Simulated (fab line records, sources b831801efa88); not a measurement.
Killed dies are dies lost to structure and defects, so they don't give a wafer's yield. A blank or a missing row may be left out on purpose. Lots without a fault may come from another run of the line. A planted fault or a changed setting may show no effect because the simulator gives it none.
A struck lot beside a sound one | flow sky130 | 15 steps out of a route of 708
Sound: wafers L695.1, L695.2, L695.3. Struck: wafers L709.1, L709.3, L709.5. The cause comes at the end.
At each step with rows: each side's tool, then ch and its chambers, then its first start. Under that, the readings that differ: sound wafers | struck wafers | difference of the means | sigmas: that difference in standard deviations of wafers without a fault.
alike: readings whose means differ by less than 2 such deviations, and words and numbers that are the same on both sides. not compared: withheld readings, readings that some wafer has no value for, bounds like >300 that may hide the same value, and numbers for which the record gives no deviation and whose values overlap.
The two part at a step that has a row with sigmas, a row that says differs or no value, or rows on one side only. Numbers that don't overlap but have no deviation are shown without sigmas and don't part them. A reading that every wafer of one side lacks parts them only if that side has two wafers or more.

first, 6 steps without rows for these wafers: SKY_LDD_N_HMDS_01 (prime time 60 s); SKY_LDD_N_COAT_02 (resist thk 300 nm); SKY_LDD_N_SOFTBAKE_03 (time 60 s); SKY_LDD_N_EXPOSE_04 (exposes mask NTM, target cd 840 nm); SKY_LDD_N_PEB_05; SKY_LDD_N_DEVELOP_06 (develop time 60 s).
SKY_LDD_N_OVL_MEAS_07:
  sound on overlay-02, day 19 17:04; struck on overlay-01, day 24 17:27
  alike: LDD_N_OVL
then, 5 steps without rows for these wafers: SKY_LDD_N_IMPLANT_08; SKY_LDD_N_IMPLANT_09; SKY_LDD_N_IMPLANT_10; SKY_LDD_N_IMPLANT_11; SKY_LDD_N_IMPLANT_12.
SKY_LDD_N_IMPLANT_13:
  sound on implanter-02 ch 0, day 19 17:51; struck on implanter-03 ch 0, day 24 18:14
  reading                | sound                | struck               | difference | sigmas
  rotation_deg (degrees) | 89.951 89.968 89.987 | 289.66 289.67 289.61 | +199.68    | +99 or more
  alike: beam_energy_keV, faraday_current_uA
then, 1 step without rows for these wafers: SKY_LDD_N_IMPLANT_14.
-- the record jumps here: 25 days lie between the struck wafers' starts before and after (it left off in module LDD_N and takes up again in module PAD_OPEN, whose first step shown is number 708 of the route) --
SKY_PAD_OPEN_PROBE_99:
  sound on prober-02, day 47 04:04; struck on prober-01, day 50 06:07
  reading                                   | sound                | struck               | difference | sigmas
  model.etest.nfet_01v8_turned.vt_sat_v (V) | 0.6405 0.6309 0.631  | 0.7169 0.7166 0.7142 | +0.0818    |
  model.etest.nfet_01v8_turned.vt_v (V)     | 0.6917 0.6841 0.6841 | 0.7203 0.723 0.7159  | +0.0331    |
  alike: killed_at_M0_to_M3, killed_at_M4_up, killed_at_contacts, killed_at_front_end, killed_at_other, killed_dies, killed_open, killed_short
  not compared: model.etest.nfet_01v8_swapped.vt_sat_v

WHERE THEY PART
Only at SKY_LDD_N_IMPLANT_13, within this record. Later steps at which nothing parts them and some readings are alike: SKY_PAD_OPEN_PROBE_99.

WHY: what the simulator had put in
Process parameter drift: implanter-03, from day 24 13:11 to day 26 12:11, at SKY_LDD_N_IMPLANT_13. Setting rotation_deg, moved by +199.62, from 90. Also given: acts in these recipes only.
